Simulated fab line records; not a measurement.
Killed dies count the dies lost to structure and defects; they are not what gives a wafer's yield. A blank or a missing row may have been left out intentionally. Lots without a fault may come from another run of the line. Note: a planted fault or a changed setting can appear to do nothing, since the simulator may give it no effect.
Comparing a struck lot with a sound one | flow sky130 | 17 out of 708 route steps
Sound: these wafers, L793.2, L793.3, L793.6. The struck wafers were L800.3, L800.4, L800.5. At the end, the cause is stated.
Per side, at each step with rows, come the tool, then ch with its chambers, and then its first start. Under that, the readings that differ: sound wafers | struck wafers | difference of the means | sigmas: that difference in standard deviations of wafers without a fault.
alike: words and numbers the same on both sides, and readings whose means are apart by under 2 such deviations; not compared: readings that were withheld, readings missing a value for some wafer, numbers with overlapping values and no deviation given by the record, and bounds like >300 which may hide the same value.
Wherever a step has rows on one side only, a row that says differs or no value, or a row with sigmas, the two part there. Numbers that don't overlap but have no deviation are shown without sigmas and don't part them. A reading that every wafer of one side lacks parts them only if that side has two wafers or more.

first, 3 steps without rows for these wafers: SKY_LI_CONTACT_EXPOSE_09 (exposes mask LICM1, target cd 170 nm); SKY_LI_CONTACT_PEB_10; SKY_LI_CONTACT_DEVELOP_11 (develop time 60 s).
SKY_LI_CONTACT_CD_MEAS_12: the cd target is 170 nm.
  sound on cd_sem-01 at day 30 22:16; struck on cd_sem-02 at day 33 05:55
  alike: cd_nm
SKY_LI_CONTACT_OVL_MEAS_13:
  sound on overlay-01 at day 30 22:23; struck on overlay-02 at day 33 06:00
  alike: LI_CONTACT_OVL
SKY_LI_CONTACT_ETCH_14: etches BARC in N2/H2, stops on SiO2, time 45.9 s, target depth 60 nm.
  sound on rie_diel-01 ch 0,1, day 30 22:25; struck on rie_diel-01 ch 2,3, day 33 06:01
  alike: bias_w, drypump_motor_current_A, oes_product_au, throttle_valve_pct
  not compared: rf_hours_counter_h
SKY_LI_CONTACT_ETCH_15: etches PSG in C4F8/O2/Ar, stops on Si, target depth 600 nm.
  sound on rie_diel-01 ch 0,1, day 30 22:27; struck on rie_diel-01 ch 2,3, day 33 06:04
  alike: bias_w, oes_product_au
SKY_LI_CONTACT_STRIP_16: strips in O2/N2.
  sound on plasma_asher-04 ch 0,1, day 30 22:32; struck on plasma_asher-02 ch 0,1, day 33 06:11
  alike: drypump_motor_current_A, oes_product_au, strip_time_to_endpoint_s
  not compared: rf_hours_counter_h
then, 2 steps without rows for these wafers: SKY_LI_CONTACT_CLEAN_17 (cleans in NMP, time 600 s); SKY_LI_CONTACT_PRE_CLEAN_18 (time 5.6 s).
SKY_LI_CONTACT_SPUTTER_19: material Ti, target thk 20 nm, time 106.37 s.
  sound on pvd_sputter-03 at day 30 22:50; struck on pvd_sputter-02 at day 33 06:28
  alike: cathode_dc_power_W, chamber_pressure_pa, throttle_valve_pct
SKY_LI_CONTACT_SPUTTER_20: material TiN, target thk 20 nm, time 80 s.
  sound on pvd_sputter-03 at day 30 22:54; struck on pvd_sputter-02 at day 33 06:32
  alike: cathode_dc_power_W, chamber_pressure_pa, throttle_valve_pct
SKY_LI_CONTACT_CVD_21: deposits W, target thk 400 nm, time 120.56 s.
  sound on cvd_w-01 ch 0,1, day 30 22:58; struck on cvd_w-02 ch 0,1, day 33 06:38
  no value came back on the struck wafers for chamber_pressure_Torr (Torr), heater_power_outer_w (W), heater_power_w (W); on the sound wafers chamber_pressure_Torr (Torr) reads 40.02 40.06 39.99
  not compared: since_wet_clean_h
SKY_LI_CONTACT_RS_MEAS_22: uses a four-point probe to measure.
  sound on film_metro-03 at day 30 23:07; struck on film_metro-01 at day 33 06:46
  reading                  | sound             | struck               | difference | sigmas
  LI_CONTACT_W_RS (ohm/sq) | 0.285 0.284 0.282 | 25.341 24.978 25.255 | +24.908    | +99 or more
SKY_LI_CONTACT_THK_MEAS_23: measures by xrf.
  sound on film_metro-03 at day 30 23:13; struck on film_metro-01 at day 33 06:52
  not compared: LI_CONTACT_W_THK
SKY_LI_CONTACT_CMP_24: polishes, stops on PSG, t overpolish 20 s, target thk 0 nm.
  sound on cmp-01 ch 0,1,3, day 30 23:22; struck on cmp-01 ch 0,1, day 33 06:54
  reading                | sound     | struck | difference | sigmas
  time_to_endpoint_s (s) | 103 99 95 | 8 7 8  | -91        | -20
  alike: motor_current_A, retaining_ring_pressure_frac
-- a jump in the record: the struck wafers' starts before and after are 16 days apart (it breaks off in module LI_CONTACT and resumes in module PAD_OPEN, where the first step shown is number 708 of the route) --
SKY_PAD_OPEN_PROBE_99:
  record: rows for the struck wafers here (prober-02, day 48 21:07), none for the sound ones

WHERE THEY PART
At SKY_LI_CONTACT_CVD_21 first; at SKY_PAD_OPEN_PROBE_99 last (within this record only).

WHY: what the simulator had put in
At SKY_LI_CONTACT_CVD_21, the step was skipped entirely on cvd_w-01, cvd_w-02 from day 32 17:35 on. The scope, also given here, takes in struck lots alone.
